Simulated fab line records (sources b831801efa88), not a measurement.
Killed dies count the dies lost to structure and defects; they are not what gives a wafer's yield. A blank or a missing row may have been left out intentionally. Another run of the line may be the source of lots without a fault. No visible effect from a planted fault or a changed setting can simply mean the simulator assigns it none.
Comparing a struck lot with a sound one | flow sfq_line | 17 steps out of a route of 325
Sound: these wafers, L129.3, L129.4, L129.6. Struck: wafers L139.4, L139.5. The cause comes at the end.
Order at every step that has rows: each side's tool, ch and its chambers, its first start. Under that, the readings that differ: sound wafers | struck wafers | difference of the means | sigmas: that difference in standard deviations of wafers without a fault.
alike: words and numbers the same on both sides, and readings whose means are apart by under 2 such deviations; not compared: readings that were withheld, readings missing a value for some wafer, numbers with overlapping values and no deviation given by the record, and bounds like >300 which may hide the same value.
Wherever a step has rows on one side only, a row that says differs or no value, or a row with sigmas, the two part there. Numbers that don't overlap but have no deviation are shown without sigmas and don't part them. Lack of a reading on every wafer of one side parts them only where that side has two or more wafers.

SFQ_TRILAYER_I6_VIA_BARC_OPEN_VIA_ETCH_235: etches BARC in O2, target depth 125 nm, time 41.7 s.
  sound on rie_diel-04 ch 0,1,3, day 68 04:59; struck on rie_diel-02 ch 0,2, day 71 17:50
  alike: drypump_motor_current_A, oes_product_au
  not compared: rf_hours_counter_h
SFQ_TRILAYER_I6_VIA_ETCH_VIA_ETCH_172: etches SiO2 in CHF3, stops on Nb, target depth 260 nm.
  sound on rie_diel-04 ch 0,1,3, day 68 05:02; struck on rie_diel-02 ch 0,2, day 71 17:53
  alike: drypump_motor_current_A, oes_product_au
SFQ_TRILAYER_I6_VIA_STRIP_STRIP_173: strips in O2.
  sound on rie_metal-04 ch 0,1, day 68 05:20; struck on rie_metal-03 ch 0, day 71 18:11
  alike: drypump_motor_current_A, oes_product_au
  not compared: rf_hours_counter_h
then, 2 steps without rows for these wafers: SFQ_TRILAYER_I6_VIA_STRIP_SOLV_CLEAN_174 (cleans in NMP, time 600 s); SFQ_TRILAYER_M7_DEP_PRE_CLEAN_176 (time 22.5 s).
SFQ_TRILAYER_M7_DEP_SPUTTER_175: material Nb, target thk 200 nm, time 133.3 s.
  sound on pvd_sputter-06, day 68 05:58; struck on pvd_sputter-06, day 71 18:48
  alike: substrate_temp_c, throttle_valve_pct
SFQ_M7_RS_MEAS_943: a four-point-probe measurement.
  sound on film_metro-04, day 68 06:05; struck on film_metro-04, day 71 18:57
  alike: M7_NB_RS
then, 4 steps without rows for these wafers: SFQ_TRILAYER_M7_LITHO_COAT_182 (resist thk 62 nm); SFQ_TRILAYER_M7_LITHO_COAT_177 (resist thk 600 nm); SFQ_TRILAYER_M7_LITHO_SOFTBAKE_181; SFQ_TRILAYER_M7_LITHO_EXPOSE_178 (exposes mask M7, target cd 500 nm).
SFQ_TRILAYER_M7_LITHO_PEB_180: peb time 60 s.
  sound on litho_track-03 ch 0, day 69 15:31; struck on litho_track-04 ch 0, day 72 22:11
  reading                  | sound             | struck      | difference | sigmas
  heater_power_total_W (W) | 79.23 79.08 79.17 | 80.54 80.55 | +1.39      | +21
  alike: exhaust_pa
then, 1 step without rows for these wafers: SFQ_TRILAYER_M7_LITHO_DEVELOP_179 (time 60 s).
SFQ_M7_OVL_MEAS_945:
  sound on overlay-01, day 69 15:47; struck on overlay-02, day 72 22:25
  alike: M7_OVL
SFQ_TRILAYER_M7_BARC_OPEN_METAL_ETCH_229: etches BARC in O2, target depth 125 nm, time 41.7 s.
  sound on rie_metal-03 ch 0,1, day 69 15:49; struck on rie_metal-03 ch 0,1, day 72 22:28
  reading             | sound             | struck    | difference | sigmas
  model.M7.cd_nm (nm) | 500.3 500.7 500.6 | 506 506.2 | +6         |
  alike: drypump_motor_current_A, oes_product_au
  not compared: rf_hours_counter_h
SFQ_TRILAYER_M7_ETCH_METAL_ETCH_180: etches Nb in Cl2/Ar, stops on SiO2, target depth 240 nm, time 120 s.
  sound on rie_metal-03 ch 0,1, day 69 15:54; struck on rie_metal-03 ch 0,1, day 72 22:32
  reading               | sound             | struck      | difference | sigmas
  oes_product_au (a.u.) | 0.897 0.902 0.906 | 0.888 0.886 | -0.015     | -2
  model.M7.cd_nm (nm)   | 501.6 501.6 502   | 506.4 505.6 | +4.3       |
  alike: drypump_motor_current_A
  not compared: rf_hours_counter_h
SFQ_TRILAYER_M7_STRIP_STRIP_181: strips in O2.
  sound on rie_metal-03 ch 0,1, day 69 16:11; struck on rie_metal-03 ch 0,1, day 72 22:49
  alike: drypump_motor_current_A, oes_product_au
  not compared: rf_hours_counter_h

## WHERE THEY PART
Last at SFQ_TRILAYER_M7_ETCH_METAL_ETCH_180 as far as this record goes, first at SFQ_TRILAYER_M7_LITHO_PEB_180. Later steps at which nothing parts them and some readings are alike: SFQ_TRILAYER_M7_STRIP_STRIP_181.

WHY: what had been put in by the simulator
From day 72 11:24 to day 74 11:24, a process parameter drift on litho_track-04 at SFQ_TRILAYER_M7_LITHO_PEB_180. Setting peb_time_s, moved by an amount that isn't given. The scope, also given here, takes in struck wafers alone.
